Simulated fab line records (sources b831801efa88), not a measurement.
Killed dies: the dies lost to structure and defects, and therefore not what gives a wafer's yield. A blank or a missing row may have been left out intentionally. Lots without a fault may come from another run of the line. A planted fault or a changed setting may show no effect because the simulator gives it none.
A struck lot beside a sound one	flow gf180mcu	15 out of 602 route steps
Sound: wafers L884.2, L884.3, L884.6. The struck wafers were L891.2, L891.4, L891.6. At the end, the cause is stated.
At each step with rows: each side's tool, then ch and its chambers, then its first start. Under that, the readings that differ: sound wafers	struck wafers	difference of the means	sigmas: that difference in standard deviations of wafers without a fault.
alike: words and numbers the same on both sides, and readings whose means are apart by under 2 such deviations; not compared: readings that were withheld, readings missing a value for some wafer, numbers with overlapping values and no deviation given by the record, and bounds like >300 which may hide the same value.
The two part at a step that has a row with sigmas, a row that says differs or no value, or rows on one side only. Numbers that have no deviation but don't overlap get no sigmas and don't part them. A reading missing from all wafers of one side parts the sides only when that side holds two or more wafers.

GF_PSD_RS_MEAS_15: measures by four-point-probe.
  sound on filmMetro-04 at day 18 06:58; struck on filmMetro-03 at day 21 05:50
  alike: PSD_RS
GF_SAB_CVD_00: deposits SiO2 from TEOS, target thk 50 nm, time 4.9302 s.
  sound on pecvd-04 ch 1,2, day 18 07:04; struck on pecvd-01 ch 0,1, day 21 05:56
  alike: heaterPowerW
GF_SAB_THK_MEAS_01:
  sound on filmMetro-03 at day 18 07:05; struck on filmMetro-02 at day 21 05:57
  alike: SAB_CVD_00_THK
then, 7 steps without rows for these wafers: GF_SAB_DEHYDRATE_02 (time 60 s); GF_SAB_HMDS_03 (prime time 60 s); GF_SAB_COAT_04 (resist thk 1000 nm); GF_SAB_SOFTBAKE_05 (time 60 s); GF_SAB_EXPOSE_06 (exposes mask SAB, target cd 420 nm); GF_SAB_PEB_07; GF_SAB_DEVELOP_08 (develop time 60 s).
GF_SAB_CD_MEAS_09: the cd target is 420 nm.
  sound on cdSem-02 at day 19 06:49; struck on cdSem-02 at day 22 05:34
  alike: cdNm
GF_SAB_OVL_MEAS_10:
  sound on overlay-01 at day 19 06:55; struck on overlay-01 at day 22 05:40
reading	sound	struck	difference	sigmas
SAB_OVL (nm)	-0.9 -0.3 -2.8	-4.3 -5.2 -3.1	-2.9	-2
GF_SAB_ETCH_11: etches SiO2 in C4F8/O2/Ar, target depth 55 nm, time 8.5 s.
  sound on rieDiel-04 ch 0,1,2, day 19 06:56; struck on rieDiel-04 ch 0,1,2, day 22 05:41
reading	sound	struck	difference	sigmas
model.SAB.featureDepthNm (nm)	54.5 56.74 56.33	59.08 57.62 58.95	+2.69	
model.etch.depthNm (nm)	54.5 56.74 56.33	59.08 57.62 58.95	+2.69	
  alike: oesProductAu
  not compared: rfHoursCounterH
then, 1 step without rows for these wafers: GF_SAB_WET_ETCH_12 (etches SiO2 in dHF, target depth 22 nm, time 440 s).
GF_PASSIVATION_PROBE_99:
  the record holds rows for the sound wafers here (prober-01, day 32 08:44) but none for the struck ones

## WHERE THEY PART
At GF_SAB_OVL_MEAS_10 first; at GF_PASSIVATION_PROBE_99 last (within this record only).

WHY: the cause the simulator had injected
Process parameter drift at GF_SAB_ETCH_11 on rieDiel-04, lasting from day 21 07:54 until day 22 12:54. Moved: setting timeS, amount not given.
